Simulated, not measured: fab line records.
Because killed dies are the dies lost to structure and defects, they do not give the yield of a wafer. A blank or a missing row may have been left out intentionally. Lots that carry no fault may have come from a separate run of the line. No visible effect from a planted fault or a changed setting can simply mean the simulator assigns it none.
fab line records	flow sky130
record: lots: 10	wafers: 30	last-day: 49
route steps=708 shown METAL2@489 VIA2@509 METAL3@532 VIA3@587 PAD_OPEN@708
lots that met no fault: taken from a fault-free run of the same line
start-h: start of the lot's first displayed wafer, in hours after the record's first day	wait-h: hours elapsed since this lot's preceding step	" repeats the value in the row above	L1.1+2: several wafers, shown together as one row	- value missing, or start not given	* or withheld: withheld	< > ~ a bound
route shown NAME@n: NAME is a module with steps in the file, n the number in the route of the first one	usual: mean and standard deviation over wafers with no fault	same: alike in all rows	chamber/n: place in a boat	sites: the reading at each site	_std_site: how widely they spread, as a standard deviation	_edge_site: outer sites' mean less inner sites'	radius-mm: for every site, how far away it sits from the centre of the wafer	mask NAME#n: copy n	behind: the last tool/chamber to shape the wafer	hold: the reason the lot was held/the length of the hold in hours/how it ended	device: the transistor (n, p or np) that didn't switch	end of line: the same wafers' tests at the end of the route	a step without rows: its recipe alone	killed: dies lost to structure and defects at the first sort, not the wafer's yield	map: a wafer's dies, marking killed ones x, the rest . and places with no die _
set.NAME: the setting that was run; set.NAME@STEP: the one run at that earlier step	model.NAME: the simulator's own value behind a step, which no gauge read
steps of the route over a sample of lots; a table a step, a row a wafer
services: the hour from which a tool's chamber was out of use, counted from the record's first day as start-h (under 0 if before that day), plus the number of hours and why
== steps ==
step: SKY_METAL2_THK_MEAS_06
recipe: thk-meas-gauge: xrf	reads: AlCu_of_METAL2_SPUTTER_02
usual: METAL2_ALCU_THK: 254/3.5
lot.wafer	tool	chamber	start-h	wait-h	METAL2_ALCU_THK[nm]
L244.2	film-metro-04	-	830.86	0.1	258
L244.3	"	-	"	"	261
L244.5	"	-	"	"	255
L245.2	film-metro-03	-	836.78	0.1	257
L245.4	"	-	"	"	253
L245.5	"	-	"	"	253
L246.1	film-metro-02	-	837.13	0.1	261
L246.2	"	-	"	"	261
L246.6	"	-	"	"	260
L251.1	film-metro-04	-	879.04	0.1	255
L251.2	"	-	"	"	259
L251.4	"	-	"	"	263
L254.3	film-metro-04	-	897.35	0.1	259
L254.4	"	-	"	"	253
L254.5	"	-	"	"	255
L255.1	film-metro-02	-	903.48	0.1	252
L255.2	"	-	"	"	254
L255.4	"	-	"	"	250
L257.2	film-metro-02	-	920.23	0.1	254
L257.3	"	-	"	"	250
L257.5	"	-	"	"	249
L259.1	film-metro-03	-	928.94	0.1	252
L259.2	"	-	"	"	254
L259.3	"	-	"	"	255
L260.4	film-metro-04	-	938.75	0.1	254
L260.5	"	-	"	"	252
L260.6	"	-	"	"	253
L261.2	film-metro-04	-	939.91	0.1	253
L261.3	"	-	"	"	251
L261.6	"	-	"	"	253
step: SKY_VIA2_CMP_02
recipe: material: SiO2	down-force-psi: 4	platen-rpm: 60	pad-velocity-m-s: 0.94248
usual: motor-current-A: 11.5/1.2	slurry-filter-dp-kPa: 13.48/0.15
lot.wafer	tool	chamber	start-h	wait-h	motor-current-A	slurry-filter-dp-kPa
L244.3	cmp-02	2	858.16	0.1	11.9	13.71
L244.2	"	3	"	"	11.2	13.30
L244.5	"	1	"	"	11.0	13.40
L245.4	cmp-02	0	863.67	0.0	10.5	13.39
L245.2	"	3	"	"	10.7	13.44
L245.5	"	1	"	"	11.1	13.19
L246.1	cmp-02	1	864.70	0.1	11.5	13.19
L246.2	"	2	"	"	12.9	13.20
L246.6	"	1	"	"	10.9	13.46
L251.2	cmp-01	3	905.47	0.1	12.8	13.69
L251.4	"	0	"	"	9.3	13.47
L251.1	"	1	"	"	13.0	13.35
L254.4	cmp-01	2	922.88	0.1	13.2	13.78
L254.3	"	0	"	"	9.2	13.44
L254.5	"	2	"	"	12.7	13.37
L255.2	cmp-01	2	929.47	0.1	12.4	13.57
L255.1	"	3	"	"	12.8	13.41
L255.4	"	0	"	"	9.9	13.63
L257.3	cmp-02	3	946.21	0.0	10.8	13.25
L257.2	"	1	"	"	10.6	13.38
L257.5	"	0	"	"	9.7	13.61
L259.2	cmp-02	1	955.17	0.0	11.1	13.43
L259.3	"	2	"	"	12.0	13.72
L259.1	"	0	"	"	10.4	13.72
L260.4	cmp-02	2	964.35	0.2	12.4	13.30
L260.6	"	3	"	"	10.8	13.44
L260.5	"	0	"	"	10.3	13.45
L261.2	cmp-02	2	965.45	0.0	12.4	13.44
L261.3	"	1	"	"	11.2	13.45
L261.6	"	3	"	"	11.2	13.49
step: SKY_METAL3_SPUTTER_00
recipe: material: Ti	target-thk-nm: 15	power-w: 3000	time-s: 10	chamber-pressure-pa: 0.4
usual: throttle-valve-pct: 30.2/1
lot.wafer	tool	chamber	start-h	wait-h	throttle-valve-pct
L244.2	pvd-sputter-02	-	886.12	0.1	31.1
L244.3	"	-	"	"	29.0
L244.5	"	-	"	"	29.9
L245.2	pvd-sputter-03	-	891.54	0.1	29.4
L245.4	"	-	"	"	29.9
L245.5	"	-	"	"	29.3
L246.1	pvd-sputter-03	-	892.20	0.2	30.0
L246.2	"	-	"	"	29.5
L246.6	"	-	"	"	32.3
L251.1	pvd-sputter-01	-	932.46	0.2	29.9
L251.2	"	-	"	"	30.7
L251.4	"	-	"	"	28.7
L254.3	pvd-sputter-02	-	949.27	0.1	29.2
L254.4	"	-	"	"	29.8
L254.5	"	-	"	"	30.3
L255.1	pvd-sputter-02	-	955.81	0.1	30.3
L255.2	"	-	"	"	31.1
L255.4	"	-	"	"	30.2
L257.2	pvd-sputter-02	-	973.09	0.2	30.0
L257.3	"	-	"	"	31.0
L257.5	"	-	"	"	30.2
L259.1	pvd-sputter-03	-	981.09	0.2	31.4
L259.2	"	-	"	"	29.8
L259.3	"	-	"	"	32.2
L260.4	pvd-sputter-02	-	989.39	0.1	31.0
L260.5	"	-	"	"	30.3
L260.6	"	-	"	"	30.9
L261.2	pvd-sputter-02	-	991.15	0.2	30.2
L261.3	"	-	"	"	30.9
L261.6	"	-	"	"	29.2
step: SKY_VIA3_ETCH_14
recipe: chemistry: N2/H2	target: BARC	ion-energy-ev: 200	source-w: 500	bias-w: 100	pressure-mtorr: 30	n2-flow-sccm: 100	h2-flow-sccm: 200	stop-on: SiO2	time-s: 45.9	target-depth-a: 600
usual: bias-w: 100.00/0.27	chamber-pressure-mTorr: 30.003/0.027	drypump-motor-current-A: 5.8/0.49	oes-product-au: 0.855/0.0051	throttle-valve-pct: 13.225/0.0083
lot.wafer	tool	chamber	start-h	wait-h	bias-w	chamber-pressure-mTorr	drypump-motor-current-A	oes-product-au	rf-hours-counter-h	throttle-valve-pct
L244.2	rie-diel-04	0	963.18	0.0	99.76	29.975	5.8	0.852	16	13.221
L244.3	"	3	"	"	100.07	30.007	6.0	0.856	10	13.236
L244.5	"	1	"	"	100.43	30.037	5.2	0.845	-	13.222
L245.2	rie-diel-01	3	967.52	0.0	100.08	30.005	5.1	0.862	24	13.230
L245.4	"	2	"	"	100.10	29.990	6.2	0.855	21	13.218
L245.5	"	2	"	"	100.36	30.025	6.2	0.854	-	13.226
L246.1	rie-diel-04	1	968.78	0.0	100.24	29.992	5.2	0.848	13	13.213
L246.2	"	3	"	"	99.88	29.999	6.0	0.862	10	13.224
L246.6	"	0	"	"	99.89	30.008	5.8	0.848	-	13.230
L251.1	rie-diel-04	0	1006.62	0.0	100.15	30.011	5.8	0.864	18	13.215
L251.2	"	3	"	"	99.70	29.987	6.0	0.852	11	13.215
L251.4	"	2	"	"	100.01	30.031	6.3	0.855	7	13.222
L254.3	rie-diel-01	1	1022.17	0.0	100.13	29.998	6.0	0.848	3	13.227
L254.4	"	2	"	"	99.71	30.027	6.2	0.847	22	13.232
L254.5	"	2	"	"	99.65	30.046	6.1	0.863	-	13.226
L255.1	rie-diel-01	2	1028.57	0.0	99.81	29.987	6.1	0.857	23	13.229
L255.2	"	0	"	"	100.17	29.995	6.7	0.851	22	13.229
L255.4	"	0	"	"	99.97	29.971	6.7	0.856	-	13.217
L257.2	rie-diel-01	2	1044.42	0.0	99.85	29.994	6.1	0.848	23	13.234
L257.3	"	1	"	"	99.99	29.966	5.9	0.852	4	13.230
L257.5	"	3	"	"	100.06	30.029	5.1	0.851	-	13.227
L259.1	rie-diel-04	1	1051.17	0.0	-	-	-	-	-	-
L259.2	"	3	"	"	-	-	-	-	-	-
L259.3	"	2	"	"	-	-	-	-	-	-
L260.4	rie-diel-01	2	1059.03	0.0	-	-	-	-	-	-
L260.5	"	0	"	"	-	-	-	-	-	-
L260.6	"	3	"	"	-	-	-	-	-	-
L261.2	rie-diel-01	2	1060.78	0.0	100.25	29.955	6.2	0.855	24	13.228
L261.3	"	0	"	"	100.03	29.988	6.7	0.853	23	13.229
L261.6	"	2	"	"	100.30	30.013	6.2	0.852	-	13.214
step: SKY_VIA3_ETCH_15
recipe: target: SiO2	chemistry: C4F8/O2/Ar	target-depth-nm: 507	stop-on: TiN	mask-material: KrF-thick	source-w: 1500	bias-w: 1200	pressure-mtorr: 40	c4f8-flow-sccm: withheld	O2_flow_sccm: 6	Ar_flow_sccm: 300	time-s: 78
usual: bias-w: 1201/4	chamber-pressure-mTorr: 40.00/0.035	oes-product-au: 0.946/0.0055
lot.wafer	tool	chamber	start-h	wait-h	bias-w	chamber-pressure-mTorr	oes-product-au	rf-hours-counter-h
L244.2	rie-diel-04	0	963.23	0.0	1203	40.00	0.946	16
L244.3	"	3	"	"	1207	39.99	0.936	10
L244.5	"	1	"	"	1196	39.95	0.943	-
L245.2	rie-diel-01	3	967.56	0.0	1208	40.06	0.954	24
L245.4	"	2	"	"	1203	40.02	0.945	21
L245.5	"	2	"	"	1201	40.02	0.955	-
L246.1	rie-diel-04	1	968.83	0.0	1202	40.03	0.954	13
L246.2	"	3	"	"	1193	39.99	0.944	10
L246.6	"	0	"	"	1204	40.03	0.944	-
L251.1	rie-diel-04	0	1006.66	0.0	1205	39.96	0.942	18
L251.2	"	3	"	"	1192	39.95	0.956	11
L251.4	"	2	"	"	1199	40.03	0.944	7
L254.3	rie-diel-01	1	1022.21	0.0	1204	40.00	0.955	3
L254.4	"	2	"	"	1201	39.98	0.938	22
L254.5	"	2	"	"	1201	40.03	0.942	-
L255.1	rie-diel-01	2	1028.61	0.0	1205	39.96	0.945	23
L255.2	"	0	"	"	1197	39.98	0.952	22
L255.4	"	0	"	"	1196	39.98	0.940	-
L257.2	rie-diel-01	2	1044.46	0.0	1203	40.05	0.949	23
L257.3	"	1	"	"	1206	39.98	0.947	4
L257.5	"	3	"	"	1193	39.97	0.938	-
L259.1	rie-diel-04	1	1051.21	0.0	1200	40.02	0.372	15
L259.2	"	3	"	"	1196	40.02	0.373	13
L259.3	"	2	"	"	1205	40.00	0.380	9
L260.4	rie-diel-01	2	1059.08	0.0	1200	40.00	0.380	24
L260.5	"	0	"	"	1205	39.99	0.377	-
L260.6	"	3	"	"	1198	40.00	0.368	-
L261.2	rie-diel-01	2	1060.83	0.0	1198	39.98	0.937	24
L261.3	"	0	"	"	1197	40.00	0.932	23
L261.6	"	2	"	"	1198	40.02	0.943	-
step: SKY_VIA3_STRIP_16
recipe: chemistry: O2/N2	power-w: 1400	pressure-mtorr: 1500	platen-temp-c: withheld	o2-flow-sccm: 3000	n2-flow-sccm: 300	overash-fraction: 0.5
usual: drypump-motor-current-A: 5.5/0.35	oes-product-au: 0.402/0.0044	strip-time-to-endpoint-s: 4.126/0.026
lot.wafer	tool	chamber	start-h	wait-h	drypump-motor-current-A	oes-product-au	rf-hours-counter-h	strip-time-to-endpoint-s
L244.2	plasma-asher-03	1	963.29	0.0	6.2	0.394	113	4.133
L244.3	"	1	"	"	6.2	0.407	-	4.109
L244.5	"	1	"	"	6.3	0.401	-	4.146
L245.2	plasma-asher-01	1	967.62	0.0	5.3	0.400	20	4.150
L245.4	"	1	"	"	5.3	0.399	-	4.140
L245.5	"	1	"	"	5.3	0.399	-	4.129
L246.1	plasma-asher-02	1	968.89	0.0	5.9	0.398	55	4.143
L246.2	"	0	"	"	5.2	0.400	55	4.112
L246.6	"	0	"	"	5.2	0.398	-	4.131
L251.1	plasma-asher-01	0	1006.72	0.0	5.4	0.398	24	4.111
L251.2	"	1	"	"	5.3	0.402	24	4.091
L251.4	"	0	"	"	5.4	0.404	-	4.101
L254.3	plasma-asher-03	1	1022.30	0.1	6.2	0.402	-	4.190
L254.4	"	0	"	"	5.3	0.408	-	4.145
L254.5	"	1	"	"	6.2	0.397	-	4.118
L255.1	plasma-asher-03	0	1028.67	0.0	5.3	0.405	120	4.114
L255.2	"	1	"	"	6.2	0.404	120	4.132
L255.4	"	0	"	"	5.3	0.405	-	4.140
L257.2	plasma-asher-01	0	1044.52	0.0	5.4	0.402	28	4.098
L257.3	"	1	"	"	5.3	0.409	-	4.143
L257.5	"	0	"	"	5.4	0.401	-	4.147
L259.1	plasma-asher-01	0	1051.27	0.0	5.4	0.420	29	4.614
L259.2	"	1	"	"	5.3	0.420	29	4.562
L259.3	"	0	"	"	5.5	0.418	-	4.592
L260.4	plasma-asher-01	1	1059.17	0.1	5.3	0.423	-	4.569
L260.5	"	0	"	"	5.4	0.420	-	4.596
L260.6	"	1	"	"	5.3	0.416	-	4.574
L261.2	plasma-asher-02	1	1060.89	0.0	5.9	0.391	65	4.071
L261.3	"	1	"	"	5.9	0.389	-	4.116
L261.6	"	0	"	"	5.2	0.394	-	4.069
step: SKY_PAD_OPEN_PROBE_99
usual: defect-limited-yield: 82.5/2.1	killed_at_M0_to_M3: 44/7.3	killed_at_M4_up: 3.4/1.8	killed-at-contacts: 24/5.8	killed-at-front-end: 15/4.9	killed-at-other: 0.4/0.63	killed-dies: 86/11	killed-on-rim: 17/3.8	killed-open: 47/8	killed-short: 39/6.5	sort_bin_3_pad_short: 0.9/0.38	sort_bin_5_function: 10.4/1.6	sort_bin_6_memory: 6.2/1.2	sort-n-pass: 406/11	sort-yield-pct: 82.5/2.1
same: gross-dies: 492	killed-at-back-side: 0	sort_bin_4_leakage[%]: 0	sort_bin_8_speed[%]: 0
lot.wafer	tool	chamber	start-h	wait-h	hold	defect-limited-yield[%]	killed_at_M0_to_M3	killed_at_M4_up	killed-at-contacts	killed-at-front-end	killed-at-other	killed-dies	killed-on-rim	killed-open	killed-short	sort_bin_3_pad_short[%]	sort_bin_5_function[%]	sort_bin_6_memory[%]	sort-n-pass	sort-yield-pct[%]
L244.2	prober-01	-	1105.10	0.1	-	86.0	32	2	22	13	0	69	10	36	33	0.4	8.5	5.1	423	86.0
L244.3	prober-01	-	1105.15	0.2	-	80.5	46	7	28	15	0	96	17	47	49	0.4	12.6	6.5	396	80.5
L244.5	prober-01	-	1105.25	0.2	-	82.1	47	1	24	16	0	88	18	47	40	1.2	9.3	7.3	404	82.1
L245.2	prober-01	-	1109.00	0.1	-	81.9	45	2	17	24	1	89	20	54	35	1.2	10.8	6.1	403	81.9
L245.4	prober-01	-	1109.10	0.2	-	83.9	47	2	23	7	0	79	6	45	34	0.6	10.6	4.9	413	83.9
L245.5	prober-01	-	1109.15	0.2	-	82.1	53	2	21	12	0	88	16	45	43	0.6	10.4	6.9	404	82.1
L246.1	prober-02	-	1110.12	0.1	-	85.6	43	3	17	8	0	71	18	43	28	1.0	9.8	3.7	421	85.6
L246.2	prober-02	-	1110.17	0.1	-	80.1	48	5	26	19	0	98	16	54	43	0.2	12.8	6.9	394	80.1
L246.6	prober-02	-	1110.37	0.2	-	82.9	50	7	19	8	0	84	13	46	38	0.4	12.2	4.5	408	82.9
L251.1	prober-01	-	1142.09	0.1	-	85.8	33	5	22	10	0	70	14	41	28	1.2	8.5	4.5	422	85.8
L251.2	prober-01	-	1142.14	0.1	-	82.5	36	6	24	20	0	86	20	58	27	0.8	8.7	7.9	406	82.5
L251.4	prober-01	-	1142.24	0.2	-	81.3	45	5	19	23	0	92	20	45	46	1.0	12.8	4.9	400	81.3
L254.3	prober-02	-	1154.77	0.2	-	79.5	44	1	39	16	1	101	19	55	45	0.8	13.8	5.9	391	79.5
L254.4	prober-02	-	1154.82	0.2	-	84.1	39	5	22	12	0	78	20	36	42	1.0	8.3	6.5	414	84.1
L254.5	prober-02	-	1154.87	0.2	-	83.1	47	2	20	12	2	83	11	47	36	0.4	9.3	7.1	409	83.1
L255.1	prober-01	-	1157.50	0.1	-	84.6	33	5	22	16	0	76	14	46	30	0.8	8.9	5.7	416	84.6
L255.2	prober-01	-	1157.55	0.1	-	83.9	44	3	22	9	1	79	18	44	35	0.6	9.3	6.1	413	83.9
L255.4	prober-01	-	1157.65	0.2	-	86.2	38	5	16	9	0	68	13	40	28	0.8	9.3	3.7	424	86.2
L257.2	prober-02	-	1173.03	0.1	-	81.3	46	0	22	23	1	92	15	55	37	1.0	11.0	6.7	400	81.3
L257.3	prober-02	-	1173.08	0.2	-	78.7	52	2	29	22	0	105	20	69	36	1.0	13.0	7.3	387	78.7
L257.5	prober-02	-	1173.18	0.2	-	80.1	48	6	29	14	1	98	16	54	43	0.8	11.4	7.7	394	80.1
L259.1	prober-01	-	1177.35	0.1	await-dispo/1.7h/scrap	0	449	5	24	13	1	492	96	54	39	0.6	92.7	6.7	0	0
L259.2	prober-01	-	1177.40	0.1	await-dispo/1.7h/scrap	0	451	2	24	15	0	492	96	46	35	0.6	93.3	6.1	0	0
L259.3	prober-01	-	1177.45	0.2	await-dispo/1.7h/scrap	0	445	2	25	20	0	492	96	61	40	1.2	92.7	6.1	0	0
L260.4	prober-02	-	1182.46	0.2	await-dispo/2.5h/scrap	0	454	4	21	13	0	492	96	52	40	1.2	91.5	7.3	0	0
L260.5	prober-02	-	1182.51	0.2	await-dispo/2.5h/scrap	0	450	5	22	15	0	492	96	47	37	1.2	92.3	6.5	0	0
L260.6	prober-02	-	1182.56	0.2	await-dispo/2.5h/scrap	0	457	1	14	20	0	492	96	41	42	0.6	93.5	5.9	0	0
L261.2	prober-01	-	1185.15	0.1	-	80.7	59	3	22	10	1	95	17	52	42	1.2	12.4	5.7	397	80.7
L261.3	prober-01	-	1185.20	0.2	-	80.9	47	4	24	17	2	94	18	46	48	1.0	11.0	7.1	398	80.9
L261.6	prober-01	-	1185.35	0.2	-	82.9	51	5	16	11	1	84	12	43	41	0.6	10.2	6.3	408	82.9
killed by level:class
L244.2 VIA1:geometric-particle:open=7 POLY_GATE:geometric-particle:open=6 CONTACT:geometric-particle:short=6 CONTACT:geometric-particle:open=6 VIA3:geometric-particle:open=6 LI_CONTACT:geometric-particle:open=5 FIELD_ISO:geometric-particle:short=4 METAL2:geometric-particle:short=4
L244.3 CONTACT:geometric-particle:open=10 VIA1:geometric-particle:open=8 METAL2:geometric-particle:short=8 LI_CONTACT:geometric-particle:open=7 VIA2:geometric-particle:open=7 METAL4:geometric-particle:short=7 CONTACT:geometric-particle:short=5 METAL3:geometric-particle:short=5
L244.5 LI_CONTACT:geometric-particle:open=9 VIA1:geometric-particle:open=9 VIA2:geometric-particle:open=7 METAL1:geometric-particle:short=6 CONTACT:geometric-particle:open=6 METAL2:geometric-particle:short=5 FIELD_ISO:geometric-particle:open=4 POLY_GATE:geometric-particle:short=4
L245.2 VIA3:geometric-particle:open=11 VIA1:geometric-particle:open=10 VIA2:geometric-particle:open=10 POLY_GATE:geometric-particle:short=6 FIELD_ISO:geometric-particle:open=5 POLY_GATE:geometric-particle:open=5 LI_CONTACT:geometric-particle:open=5 FIELD_ISO:geometric-particle:short=4
L245.4 VIA1:geometric-particle:open=10 VIA3:geometric-particle:open=10 LI_CONTACT:geometric-particle:open=8 VIA3:geometric-particle:short=7 CONTACT:geometric-particle:open=6 VIA1:geometric-particle:short=6 METAL2:geometric-particle:short=4 METAL1:geometric-particle:short=4
L245.5 VIA1:geometric-particle:open=12 CONTACT:geometric-particle:open=8 METAL2:geometric-particle:short=6 VIA3:geometric-particle:short=6 LI_CONTACT:geometric-particle:open=5 CONTACT:geometric-particle:short=5 METAL1:geometric-particle:short=5 VIA1:geometric-particle:short=5
L246.1 VIA2:geometric-particle:open=9 CONTACT:geometric-particle:open=8 VIA1:geometric-particle:open=7 VIA3:geometric-particle:open=6 LI_CONTACT:geometric-particle:open=4 METAL3:geometric-particle:short=4 METAL2:geometric-particle:short=3 VIA1:geometric-particle:short=3
L246.2 LI_CONTACT:geometric-particle:open=11 CONTACT:geometric-particle:open=10 VIA1:geometric-particle:open=9 VIA2:geometric-particle:open=7 METAL2:geometric-particle:short=7 FIELD_ISO:geometric-particle:open=6 METAL1:geometric-particle:short=6 FIELD_ISO:geometric-particle:short=5
L246.6 VIA2:geometric-particle:open=13 LI_CONTACT:geometric-particle:open=7 CONTACT:geometric-particle:short=6 VIA1:geometric-particle:short=6 VIA3:geometric-particle:open=6 VIA2:geometric-particle:short=5 VIA1:geometric-particle:open=5 METAL1:geometric-particle:short=4
L251.1 CONTACT:geometric-particle:open=9 VIA3:geometric-particle:open=6 VIA1:geometric-particle:open=6 LI_CONTACT:geometric-particle:open=5 VIA2:geometric-particle:open=5 METAL4:geometric-particle:short=5 METAL3:geometric-particle:short=4 LOCAL_INTERCONNECT:geometric-particle:short=4
L251.2 VIA1:geometric-particle:open=12 LI_CONTACT:geometric-particle:open=10 VIA2:geometric-particle:open=9 CONTACT:geometric-particle:open=6 POLY_GATE:geometric-particle:open=5 POLY_CUT:geometric-particle:short=4 CONTACT:geometric-particle:short=4 FIELD_ISO:geometric-particle:short=3
L251.4 VIA3:geometric-particle:open=10 VIA2:geometric-particle:short=7 FIELD_ISO:geometric-particle:open=6 CONTACT:geometric-particle:open=6 VIA1:geometric-particle:short=6 VIA2:geometric-particle:open=6 METAL4:geometric-particle:short=5 POLY_GATE:geometric-particle:open=5
L254.3 CONTACT:geometric-particle:open=12 VIA3:geometric-particle:open=9 CONTACT:geometric-particle:short=8 VIA1:geometric-particle:open=8 LI_CONTACT:geometric-particle:open=7 LOCAL_INTERCONNECT:geometric-particle:short=7 FIELD_ISO:geometric-particle:open=5 VIA2:geometric-particle:open=5
L254.4 CONTACT:geometric-particle:open=10 METAL2:geometric-particle:short=8 VIA1:geometric-particle:open=8 METAL4:geometric-particle:short=5 VIA3:geometric-particle:open=5 LI_CONTACT:geometric-particle:open=4 CONTACT:geometric-particle:short=4 METAL1:geometric-particle:short=4
L254.5 VIA1:geometric-particle:open=9 VIA2:geometric-particle:open=9 VIA3:geometric-particle:open=8 LI_CONTACT:geometric-particle:open=7 METAL2:geometric-particle:short=7 CONTACT:geometric-particle:short=4 CONTACT:geometric-particle:open=4 POLY_GATE:geometric-particle:short=3
L255.1 VIA2:geometric-particle:open=12 LI_CONTACT:geometric-particle:open=11 VIA1:geometric-particle:open=7 FIELD_ISO:geometric-particle:open=5 FIELD_ISO:geometric-particle:short=4 POLY_GATE:geometric-particle:short=4 METAL1:geometric-particle:short=4 VIA3:geometric-particle:open=4
L255.2 VIA1:geometric-particle:open=11 CONTACT:geometric-particle:open=8 VIA2:geometric-particle:open=7 LI_CONTACT:geometric-particle:open=6 METAL3:geometric-particle:short=5 VIA3:geometric-particle:open=4 VIA1:geometric-particle:short=4 VIA2:geometric-particle:short=4
L255.4 VIA2:geometric-particle:open=8 CONTACT:geometric-particle:open=7 VIA1:geometric-particle:open=6 FIELD_ISO:geometric-particle:open=5 METAL2:geometric-particle:short=5 VIA3:geometric-particle:open=5 METAL1:geometric-particle:short=4 LOCAL_INTERCONNECT:geometric-particle:short=3
L257.2 VIA1:geometric-particle:open=11 LI_CONTACT:geometric-particle:open=9 VIA2:geometric-particle:open=9 POLY_GATE:geometric-particle:open=7 METAL2:geometric-particle:short=6 FIELD_ISO:geometric-particle:short=5 FIELD_ISO:geometric-particle:open=5 LI_CONTACT:geometric-particle:short=5
L257.3 VIA1:geometric-particle:open=15 VIA2:geometric-particle:open=11 CONTACT:geometric-particle:open=11 VIA3:geometric-particle:open=8 POLY_GATE:geometric-particle:open=7 LI_CONTACT:geometric-particle:open=7 METAL2:geometric-particle:short=7 FIELD_ISO:geometric-particle:open=6
L257.5 LI_CONTACT:geometric-particle:open=12 VIA1:geometric-particle:open=11 VIA2:geometric-particle:open=10 CONTACT:geometric-particle:open=7 METAL2:geometric-particle:short=7 VIA2:geometric-particle:short=5 METAL4:geometric-particle:short=5 FIELD_ISO:geometric-particle:short=4
L259.1 VIA3:area-etch=399 VIA1:geometric-particle:open=12 CONTACT:geometric-particle:open=10 VIA2:geometric-particle:open=10 FIELD_ISO:geometric-particle:short=6 LI_CONTACT:geometric-particle:open=6 METAL1:geometric-particle:short=6 METAL1:geometric-particle:open=5
L259.2 VIA3:area-etch=411 CONTACT:geometric-particle:open=11 VIA2:geometric-particle:open=10 VIA1:geometric-particle:open=7 LI_CONTACT:geometric-particle:open=6 METAL2:geometric-particle:short=6 FIELD_ISO:geometric-particle:short=4 LI_CONTACT:geometric-particle:short=4
L259.3 VIA3:area-etch=391 CONTACT:geometric-particle:open=12 VIA1:geometric-particle:open=12 VIA3:geometric-particle:open=9 METAL1:geometric-particle:short=8 VIA1:geometric-particle:short=7 VIA2:geometric-particle:open=7 POLY_GATE:geometric-particle:short=6
L260.4 VIA3:area-etch=400 VIA1:geometric-particle:open=18 VIA1:geometric-particle:short=11 VIA3:geometric-particle:open=7 LI_CONTACT:geometric-particle:open=6 CONTACT:geometric-particle:open=5 CONTACT:geometric-particle:short=5 METAL1:geometric-particle:short=5
L260.5 VIA3:area-etch=408 METAL1:geometric-particle:short=9 VIA3:geometric-particle:open=8 CONTACT:geometric-particle:open=7 LI_CONTACT:geometric-particle:open=6 VIA1:geometric-particle:open=6 FIELD_ISO:geometric-particle:open=5 VIA2:geometric-particle:short=4
L260.6 VIA3:area-etch=409 VIA1:geometric-particle:short=11 VIA1:geometric-particle:open=11 POLY_GATE:geometric-particle:short=7 CONTACT:geometric-particle:open=6 METAL2:geometric-particle:short=6 VIA2:geometric-particle:open=5 VIA3:geometric-particle:open=5
L261.2 VIA1:geometric-particle:open=16 LI_CONTACT:geometric-particle:open=8 VIA2:geometric-particle:short=8 VIA3:geometric-particle:open=8 METAL2:geometric-particle:short=6 LOCAL_INTERCONNECT:geometric-particle:short=5 VIA1:geometric-particle:short=5 CONTACT:geometric-particle:open=4
L261.3 VIA1:geometric-particle:open=14 VIA3:geometric-particle:open=9 CONTACT:geometric-particle:open=8 CONTACT:geometric-particle:short=6 POLY_GATE:geometric-particle:short=5 METAL1:geometric-particle:short=5 FIELD_ISO:geometric-particle:open=4 LI_CONTACT:geometric-particle:short=4
L261.6 VIA1:geometric-particle:open=11 CONTACT:geometric-particle:open=10 VIA2:geometric-particle:open=8 VIA1:geometric-particle:short=5 METAL3:geometric-particle:short=5 VIA3:geometric-particle:open=4 METAL2:geometric-particle:short=4 LOCAL_INTERCONNECT:geometric-particle:short=4
== services ==
tool	chamber	start-h	hours	kind
cmp-02	-	846.09	0.5	repair
cmp-01	-	852.52	1.3	repair
rie-diel-01	-	853.16	1.7	repair
cmp-01	-	861.66	0.2	repair
cmp-02	-	871.81	4.7	pm
cmp-01	-	873.86	0.3	repair
cmp-02	-	880.40	4.4	repair
plasma-asher-02	-	883.63	2.8	pm
rie-diel-01	1	884.89	-	clean
rie-diel-01	1	884.89	38.9	scheduled-down
rie-diel-01	1	884.89	38.9	vent-cycle
pvd-sputter-02	-	890.41	2.5	repair
plasma-asher-01	-	899.61	5.7	repair
rie-diel-01	3	910.74	1.6	repair
cmp-01	-	913.57	4.0	pm
cmp-02	-	923.44	11.8	repair
pvd-sputter-01	-	944.64	1.7	repair
cmp-02	-	967.84	20.3	repair
cmp-01	-	992.94	3.9	pm
pvd-sputter-03	-	994.82	4.9	repair
rie-diel-01	3	1026.02	4.9	repair
plasma-asher-03	-	1055.25	9.0	pm
cmp-02	-	1056.39	1.4	repair
rie-diel-04	-	1060.45	0.4	repair
== key ==
first-sign: step: SKY_VIA3_ETCH_14	reading: tool-record	direction: missing
effect: step: SKY_VIA3_ETCH_15	reading: oes-product-au	direction: down	sigmas: 99+	usual: 0.946	struck: 0.375
effect: step: SKY_VIA3_STRIP_16	reading: strip-time-to-endpoint-s	direction: up	sigmas: 17	usual: *	struck: *
effect: step: SKY_PAD_OPEN_PROBE_99	reading: killed_at_M0_to_M3	direction: up	sigmas: 56	usual: 44	struck: 451
more-kills-born-at: SKY_VIA3_ETCH_14@rie-diel-01: 1217	SKY_VIA3_ETCH_14@rie-diel-04: 1201
met-at SKY_VIA3_ETCH_14
struck-lots L259,L260
later-rows-left-out L259.1,L259.2,L259.3,L260.4,L260.5,L260.6
not-acting-at SKY_METAL2_THK_MEAS_06,SKY_VIA2_CMP_02,SKY_METAL3_SPUTTER_00
onset-between 1044.42 1051.17
fault: kind: skipped-step-whole	tool: rie-diel-01,rie-diel-04	chamber: -	onset-h: 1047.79	steps: SKY_VIA3_ETCH_14	scope: struck-lots-only
later-rows-left-out: the simulator's readings of these wafers behind a module that went badly wrong aren't trusted and aren't shown, but for the sort
